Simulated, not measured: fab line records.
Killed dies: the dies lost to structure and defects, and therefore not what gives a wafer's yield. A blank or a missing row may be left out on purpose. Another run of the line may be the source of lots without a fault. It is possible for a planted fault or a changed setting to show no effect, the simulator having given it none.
Which tool is to blame?    flow gf180mcu    18 wafers from 6 lots sampled at 2 of the route's 602 steps

WHAT EACH GAUGE READ, for each wafer
GF_V5_BOW_MEAS_05.
lot   measured      on             V5_BOW (um)
L163  day 26 08:52  film metro-01  160 139 135
L165  day 27 04:25  film metro-02  158 137 141
L167  day 27 15:09  film metro-01  136 136 138
L171  day 28 21:52  film metro-03  130 121 121
L175  day 30 03:31  film metro-03  138 143 130
L180  day 32 03:58  film metro-02  125 114 142

WHAT TOOL EACH LOT RAN ON (gives the tool, then ch and the chambers of the sampled wafers, and finally the start)
lot   GF_M4_METAL_ETCH_16
L163  rie metal-04 ch 0,1, day 23 09:14
L165  rie metal-04 ch 0,1, day 24 07:07
L167  rie metal-01 ch 1, day 24 18:27
L171  rie metal-04 ch 0,1, day 26 04:43
L175  rie metal-01 ch 0,1, day 27 11:43
L180  rie metal-01 ch 0,1, day 29 18:40
- GF_M4_METAL_ETCH_16: etches the open film in Cl2/BCl3, stops on SiO2, target depth 750.8 nm, time 125.1 s.

THE ANSWER, worked out from the rows above alone
Rule: what is usual is taken from the lots themselves. The widest of any qualifying gaps counts: lots, ordered by their means at a reading, are off when they make up no more than a third of the lots, leave a main group of 4 or more, and stand apart from it by 3 or more times the standard deviation of that group's means. The tables above print the reading to a certain number of digits; a main group whose means all agree to those digits is not used. A lot without any number at a reading at which 4 lots or more have one is off too. All remaining lots with rows at the step are treated as sound.
No lot is off on any of the readings shown, so nothing can be concluded from this.

WHAT WAS PUT IN BY THE SIMULATOR
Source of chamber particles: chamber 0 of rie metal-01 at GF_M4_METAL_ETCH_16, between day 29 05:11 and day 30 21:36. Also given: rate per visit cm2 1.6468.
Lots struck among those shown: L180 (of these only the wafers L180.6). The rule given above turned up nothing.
